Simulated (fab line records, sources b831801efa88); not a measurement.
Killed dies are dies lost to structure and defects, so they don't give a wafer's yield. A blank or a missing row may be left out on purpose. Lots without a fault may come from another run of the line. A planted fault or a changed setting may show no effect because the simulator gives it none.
Tool commonality check | flow sky130 | 13 lots, 39 wafers sampled

WHY IT WAS OPENED
At SKY_NWELL_TW_MEAS_26 the reading NWELL_2_TW is flagged on 1 of 13 lots. Wafers without a fault read 499, standard deviation 4.3.
Rule: a lot is flagged when every wafer of it that has a number lies more than 4 standard deviations from that mean, or none has a number. The other lots count as sound.

lot  | measured     | on            | NWELL_2_TW, wafer by wafer | flag
L283 | day 5 05:47  | film_metro-04 | 492 492 494                |
L286 | day 6 00:19  | film_metro-02 | 500 499 500                |
L287 | day 6 05:07  | film_metro-02 | 500 498 499                |
L288 | day 6 14:16  | film_metro-03 | 499 498 496                |
L289 | day 6 21:16  | film_metro-03 | 501 498 497                |
L291 | day 7 07:08  | film_metro-02 | 507 505 507                |
L292 | day 7 15:47  | film_metro-03 | 30 30 30                   | FLAGGED
L300 | day 9 21:53  | film_metro-04 | 493 495 498                |
L301 | day 10 05:16 | film_metro-03 | 498 499 502                |
L302 | day 10 08:43 | film_metro-02 | 503 503 502                |
L303 | day 10 14:41 | film_metro-03 | 502 500 499                |
L304 | day 10 17:17 | film_metro-03 | 501 502 501                |
L306 | day 11 02:17 | film_metro-04 | 493 493 490                |
The numbers of the flagged lots are 30 on average: -469 against the usual, or -99 or more standard deviations.

WHICH TOOL RAN EACH LOT
The record holds 1 process step before the reading, out of a route of 708 steps. In each cell: the tool, then ch and the chambers that the sampled wafers went through, then the start.
lot  | flag    | SKY_NWELL_EXPOSE_20
L283 |         | iline_stepper-02 ch 0, day 4 21:15
L286 |         | iline_stepper-02 ch 0, day 5 15:50
L287 |         | iline_stepper-01 ch 0, day 5 20:31
L288 |         | iline_stepper-01 ch 0, day 6 04:49
L289 |         | iline_stepper-01 ch 0, day 6 11:56
L291 |         | iline_stepper-02 ch 0, day 6 21:25
L292 | FLAGGED | iline_stepper-01 ch 0, day 7 05:41
L300 |         | iline_stepper-01 ch 0, day 9 10:55
L301 |         | iline_stepper-01 ch 0, day 9 18:10
L302 |         | iline_stepper-02 ch 0, day 9 21:23
L303 |         | iline_stepper-01 ch 0, day 10 03:25
L304 |         | iline_stepper-01 ch 0, day 10 06:07
L306 |         | iline_stepper-01 ch 0, day 10 14:28
What these steps do:
- SKY_NWELL_EXPOSE_20: exposes mask NWM COMPLEMENT, target cd 840 nm.
- SKY_NWELL_TW_MEAS_26

FLAGGED OVER TOTAL, TOOL BY TOOL (the gauges that took the reading come last)
step                 | tool             | lots run | flagged | share of the flagged lots | sound lots run after its first flagged lot
SKY_NWELL_EXPOSE_20  | iline_stepper-01 | 9        | 1       | all                       | 5 (L300,L301,L303,L304,L306)
SKY_NWELL_EXPOSE_20  | iline_stepper-02 | 4        | 0       | none                      | -
SKY_NWELL_TW_MEAS_26 | film_metro-02    | 4        | 0       | none                      | -
SKY_NWELL_TW_MEAS_26 | film_metro-03    | 6        | 1       | all                       | 3 (L301,L303,L304)
SKY_NWELL_TW_MEAS_26 | film_metro-04    | 3        | 0       | none                      | -

WHAT THE TABLE ALLOWS
2 rows of the table ran every flagged lot: iline_stepper-01 at SKY_NWELL_EXPOSE_20, film_metro-03 at SKY_NWELL_TW_MEAS_26.
- iline_stepper-01 at SKY_NWELL_EXPOSE_20: 1 of its 9 lots flagged. Sound lots ran on it after the first flagged one (L300, L301, L303, L304, L306), which a lasting fault on the whole tool wouldn't allow.
- film_metro-03 at SKY_NWELL_TW_MEAS_26: 1 of its 6 lots flagged. Sound lots ran on it after the first flagged one (L301, L303, L304), which a lasting fault on the whole tool wouldn't allow.
No row of the table ran every flagged lot and no sound lot after the first.

WHAT THE SIMULATOR HAD PUT IN
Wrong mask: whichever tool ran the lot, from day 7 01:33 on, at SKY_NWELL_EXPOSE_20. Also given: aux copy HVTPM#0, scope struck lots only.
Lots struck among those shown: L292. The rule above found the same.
